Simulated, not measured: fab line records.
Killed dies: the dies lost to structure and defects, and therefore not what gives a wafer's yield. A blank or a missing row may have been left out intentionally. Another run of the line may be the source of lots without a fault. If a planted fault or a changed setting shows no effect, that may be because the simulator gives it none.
Problem report in the 8D (eight disciplines) form, filled by code | flow gf180mcu | the parts of the form that need people (team, actions taken, sign-off) are left out

## 1. THE PROBLEM
Wafers without a fault read 160.38 W, standard deviation 0.13; heater_power_total_W at GF_MVPSD_DEHYDRATE_00 reads a mean of 157.75 W on 6 wafers belonging to 2 lots. That puts it -20 standard deviations away from the usual mean.
The step: time 60 s.
Seen first at day 8 15:02 on litho_track-04, wafer L662.2. At this step, 42 wafers from 14 lots have a number in the record. By rule, "out" or "out of limits" means more than 4 standard deviations away from the usual mean. Any other wafer with a number is counted as sound.

## 2. WHAT IT IS; WHAT IT IS NOT
question                    | is                                 | is not
which readings at this step | heater_power_total_W, plate_temp_C | exhaust_pa
which lots                  | L662, L663                         | L647, L648, L649, L650, L651, L652, L653, L654, L665, L666, L667, L670
which wafers of those lots  | all that have a number             | -
read on which tools         | litho_track-04                     | litho_track-02, litho_track-03
when                        | from day 8 15:02                   | up to then (24 sound wafers); but 12 sound wafers of L665, L666, L667, L670 came after

## 3. SUSPECTS, AND WHAT RULES EACH OUT
Counting: any tool at a process step up to the reading is kept as a suspect provided that every lot that is out went through it and no sound lot did after the first of them.
- litho_track-04 at GF_MVPSD_DEHYDRATE_00 (time 60 s): kept. It ran every lot that is out, first L662 (day 8 15:02), and no sound lot after that. Its own heater_power_total_W, plate_temp_C readings are out on those wafers.
Left after counting: litho_track-04 at GF_MVPSD_DEHYDRATE_00.

## 4. THE CAUSE (what the simulator had put in)
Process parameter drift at GF_MVPSD_DEHYDRATE_00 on litho_track-04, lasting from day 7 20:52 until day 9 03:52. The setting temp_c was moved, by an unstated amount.
The count eliminated every tool but this one.

## 5. THE EFFECT CHAIN, in route order
Each row: a reading where the mean over the struck wafers with a number is more than 3 standard deviations away from the usual. Scope: only readings with a usual standard deviation given in the record; hours: median across lots of the time from each lot's start at the first step in this table that gives one to its start at this step; sigmas: change in usual standard deviations.
hours | step                  | reading              | usual    | on struck wafers | change | sigmas
0     | GF_MVPSD_DEHYDRATE_00 | heater_power_total_W | 160.38 W | 157.75           | -2.63  | -20
0     | GF_MVPSD_DEHYDRATE_00 | plate_temp_C         | 199.97 C | 197.30           | -2.67  | -17
The process steps in it:
- GF_MVPSD_DEHYDRATE_00: time 60 s.
Later measuring or inspecting steps at which every struck wafer that the step has a row for has a number for every such reading, and none has moved that far: GF_VT_IMPLANT_OVL_MEAS_07.

## 6. HOW IT WOULD HAVE BEEN CAUGHT EARLIER
First out-of-limits reading in this record: day 8 15:02, which is 18 hours after fault onset at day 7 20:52.
